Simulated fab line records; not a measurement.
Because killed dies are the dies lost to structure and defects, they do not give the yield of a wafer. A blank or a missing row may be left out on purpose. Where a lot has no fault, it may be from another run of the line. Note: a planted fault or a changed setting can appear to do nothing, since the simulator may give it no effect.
A single fault, viewed from 2 desks | flow gf180mcu | numbers are kept per desk, each desk with only its own; the story behind them comes last

== AT THE METROLOGY DESK ==
What the gauges read, lot by lot, whatever tool the lot ran on: means of the sampled wafers that have a number. A lot is out of limits, marked OUT, if its mean lies more than 4 standard deviations from the usual mean; the brackets give that distance.
Columns: A = NWELL_RS at GF_VT_IMPLANT_RS_MEAS_47, usual 487.2 ohm/sq; B = LVPWELL_RS at GF_VT_IMPLANT_RS_MEAS_48, usual 1195.6 ohm/sq; C = CONTACT_W_RS at GF_CONTACT_RS_MEAS_25, usual 0.384 ohm/sq
lot  | first seen here | A                | B      | C
L805 | day 7 20:53     | 485.1            | 1200.9 | 0.384
L806 | day 8 01:23     | 488.6            | 1195.9 | 0.384
L807 | day 8 05:05     | 487.6            | 1199.3 | 0.381
L808 | day 8 20:20     | 481.5 (-4.4) OUT | 1195.2 | 0.391
L811 | day 9 06:58     | 488.3            | 1196.1 | 0.388
L815 | day 10 12:27    | 482.0            | 1197.3 | 0.383
L818 | day 11 07:30    | 488.9            | 1200.2 | 0.384
L822 | day 12 08:26    | 487.0            | 1197.9 | 0.389
L823 | day 12 16:47    | 485.5            | 1194.5 | 0.389
L825 | day 13 02:13    | 488.2            | 1196.0 | 0.378
L826 | day 13 14:13    | 488.7            | 1198.8 | 0.381
L827 | day 13 20:15    | 487.7            | 1195.4 | 0.383
Per this desk, out of limits: L808; the first was L808, day 8 20:20 (NWELL_RS at GF_VT_IMPLANT_RS_MEAS_47). L805, L806, L807, L811, L815, L818, L822, L823, L825, L826, L827: within limits.

== DESK OF THE TOOL OWNER: implanter-04 ==
The tool's own readings at GF_NWELL_IMPLANT_09: means of the sampled wafers that have a number, for each lot that ran on this tool. A lot is out of limits, marked OUT, if its mean lies more than 4 standard deviations from the usual mean; the brackets give that distance.
Columns: A = beam on s at GF_NWELL_IMPLANT_09, usual 9.96 s; B = faraday current uA at GF_NWELL_IMPLANT_09, usual 22.6
lot  | first seen here | A                | B
L806 | day 3 17:41     | 9.91             | 22.7
L807 | day 3 21:21     | 9.84             | 22.9
L808 | day 4 08:59     | 10.92 (+5.1) OUT | 20.7 (-4.3) OUT
L815 | day 5 16:25     | 11.03 (+5.6) OUT | 20.4 (-5.0) OUT
L826 | day 8 06:33     | 10.04            | 22.5
L827 | day 8 09:50     | 10.02            | 22.5
This desk's finding: out of limits on L808, L815; first on L808, day 4 08:59 (beam on s at GF_NWELL_IMPLANT_09). L806, L807, L826, L827: within limits.

== TAKEN TOGETHER ==
An alarm could have come from the tool owner's desk at day 4 08:59, on L808, L815.
The metrology desk could have raised an alarm at day 8 20:20, on L808.
The metrology desk has L815 on record, within its limits.
Every lot named ran GF_NWELL_IMPLANT_09 on implanter-04.

== WHAT THE SIMULATOR HAD INSERTED ==
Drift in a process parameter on implanter-04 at GF_NWELL_IMPLANT_09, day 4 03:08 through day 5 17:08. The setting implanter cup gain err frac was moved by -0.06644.
Struck lots among those shown: L808, L815.
Hours from the fault's start to each desk's first reading out of limits: the tool owner's desk, 6; the metrology desk, 113.
